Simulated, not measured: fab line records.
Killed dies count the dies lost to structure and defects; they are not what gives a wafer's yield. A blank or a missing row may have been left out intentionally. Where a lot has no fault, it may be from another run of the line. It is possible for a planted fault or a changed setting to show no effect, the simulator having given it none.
Which of the tools did it? | flow gf180mcu | 14 lots, 42 wafers sampled, at 1 step of a route of 602

## WHAT THE GAUGES SHOWED, per wafer
GF_M2_THK_MEAS_06: measures by xrf. Usual: for M2_ALCU_THK the level is 457 nm and the standard deviation is 5.7.
lot  | measured     | on            | M2_ALCU_THK (nm) | flag
L318 | day 18 17:16 | film-metro-03 | 444 447 444      |
L319 | day 18 23:35 | film-metro-03 | 460 450 457      |
L322 | day 20 06:06 | film-metro-03 | 463 468 457      |
L323 | day 20 09:35 | film-metro-02 | 459 458 466      |
L325 | day 21 10:06 | film-metro-02 | 461 458 459      |
L324 | day 21 10:25 | film-metro-03 | 461 464 462      |
L327 | day 21 20:46 | film-metro-04 | 460 457 455      |
L328 | day 22 19:38 | film-metro-04 | 450 457 448      |
L329 | day 22 22:38 | film-metro-04 | 462 457 465      |
L330 | day 23 05:04 | film-metro-02 | 459 455 451      |
L332 | day 23 21:47 | film-metro-03 | 455 457 458      |
L333 | day 24 03:05 | film-metro-03 | 457 450 457      |
L339 | day 25 20:16 | film-metro-04 | 453 452 456      |
L341 | day 26 06:49 | film-metro-02 | 454 457 447      |

## WHAT TOOL EACH LOT RAN ON (gives the tool, then ch and the chambers of the sampled wafers, and finally the start)
There is no process step in the record ahead of these readings.

## AS READ BY THE TOOLS THEMSELVES (means over the sampled wafers that have a number; for cases with no such wafer, the mark the record gives instead)
The record holds no such reading with a usual standard deviation.

## THE ANSWER, worked out from the rows above alone
Rule: take the mean of a lot's wafers that have a number; if it is more than 3 standard deviations from the usual mean, the lot is off. Also off: a lot with no number at a reading for which 4 or more lots have one. Where the step has rows for the other lots, those lots are counted as sound. After the gauges, taken in route order, come the tools' own readings; for these a lot's mean is taken, as printed above. At the first step where some lot is off, the reading lying furthest off is the one used; lots without a number count as furthest.
None of the lots is off at any reading shown; this tells nothing.

## WHAT THE SIMULATOR HAD INSERTED
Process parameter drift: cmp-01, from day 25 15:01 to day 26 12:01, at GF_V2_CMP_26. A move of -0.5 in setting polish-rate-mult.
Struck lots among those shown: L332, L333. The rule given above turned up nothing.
